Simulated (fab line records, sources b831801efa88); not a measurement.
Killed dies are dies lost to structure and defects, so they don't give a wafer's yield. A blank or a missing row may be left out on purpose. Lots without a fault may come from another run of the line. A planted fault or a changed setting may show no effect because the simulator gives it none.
A struck lot beside a sound one | flow gf180mcu | 15 steps out of a route of 602
Sound: wafers L746.1, L746.2, L746.6. Struck: wafers L755.2, L755.3, L755.4. The cause comes at the end.
At each step with rows: each side's tool, then ch and its chambers, then its first start. Under that, the readings that differ: sound wafers | struck wafers | difference of the means | sigmas: that difference in standard deviations of wafers without a fault.
alike: readings whose means differ by less than 2 such deviations, and words and numbers that are the same on both sides. not compared: withheld readings, readings that some wafer has no value for, bounds like >300 that may hide the same value, and numbers for which the record gives no deviation and whose values overlap.
The two part at a step that has a row with sigmas, a row that says differs or no value, or rows on one side only. Numbers that don't overlap but have no deviation are shown without sigmas and don't part them. A reading that every wafer of one side lacks parts them only if that side has two wafers or more.

first, 4 steps without rows for these wafers: GF_STI_WET_ETCH_26 (etches SiO2 in dHF, target depth 94 nm, time 188 s); GF_STI_WET_ETCH_27 (etches Si3N4 in H3PO4, target depth 160 nm, time 1825 s); GF_STI_WET_ETCH_28 (etches SiO2 in dHF, target depth 20 nm, time 40 s); GF_STI_OXIDATION_29 (stabilise 600 s, purge 300 s, target thk 10 nm).
GF_STI_THK_MEAS_30:
  sound on film_metro-02, day 2 11:07; struck on film_metro-03, day 4 08:47
  alike: STI_OXIDATION_02_THK
then, 7 steps without rows for these wafers: GF_DNWELL_DEHYDRATE_00 (time 60 s); GF_DNWELL_HMDS_01 (prime time 60 s); GF_DNWELL_COAT_02 (resist thk 3000 nm); GF_DNWELL_SOFTBAKE_03; GF_DNWELL_EXPOSE_04 (exposes mask DNWELL, target cd 1700 nm); GF_DNWELL_PEB_05; GF_DNWELL_DEVELOP_06 (develop time 60 s).
GF_DNWELL_IMPLANT_07:
  sound on implanter-02 ch 0, day 2 23:05; struck on implanter-02 ch 0, day 4 22:15
  reading                   | sound                | struck               | difference | sigmas
  beam_energy_keV           | 1500.2 1500.5 1500.4 | 1568.4 1568.5 1568.1 | +68.0      | +99 or more
  model.implant.rp_nm (nm)  | 1494 1494 1494       | 1582 1582 1582       | +88        |
  model.implant.drp_nm (nm) | 197.4 197.4 197.4    | 199.9 199.9 199.9    | +2.5       |
GF_DNWELL_STRIP_08: strips in O2/N2.
  sound on plasma_asher-02 ch 0,1, day 2 23:14; struck on plasma_asher-03 ch 0,1, day 4 22:23
  alike: drypump_motor_current_A, heater_power_w, n2_flow_sccm, oes_product_au, strip_time_to_endpoint_s
  not compared: rf_hours_counter_h
-- the record jumps here: 27 days lie between the struck wafers' starts before and after (it left off in module DNWELL and takes up again in module PASSIVATION, whose first step shown is number 602 of the route) --
GF_PASSIVATION_PROBE_99:
  the record has rows for the struck wafers here (prober-01, day 31 21:16) and none for the sound ones

WHERE THEY PART
First at GF_DNWELL_IMPLANT_07; last, within this record, at GF_PASSIVATION_PROBE_99.

WHY: what the simulator had put in
Process parameter drift: implanter-02, from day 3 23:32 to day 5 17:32, at GF_DNWELL_IMPLANT_07. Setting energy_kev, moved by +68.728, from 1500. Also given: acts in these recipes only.
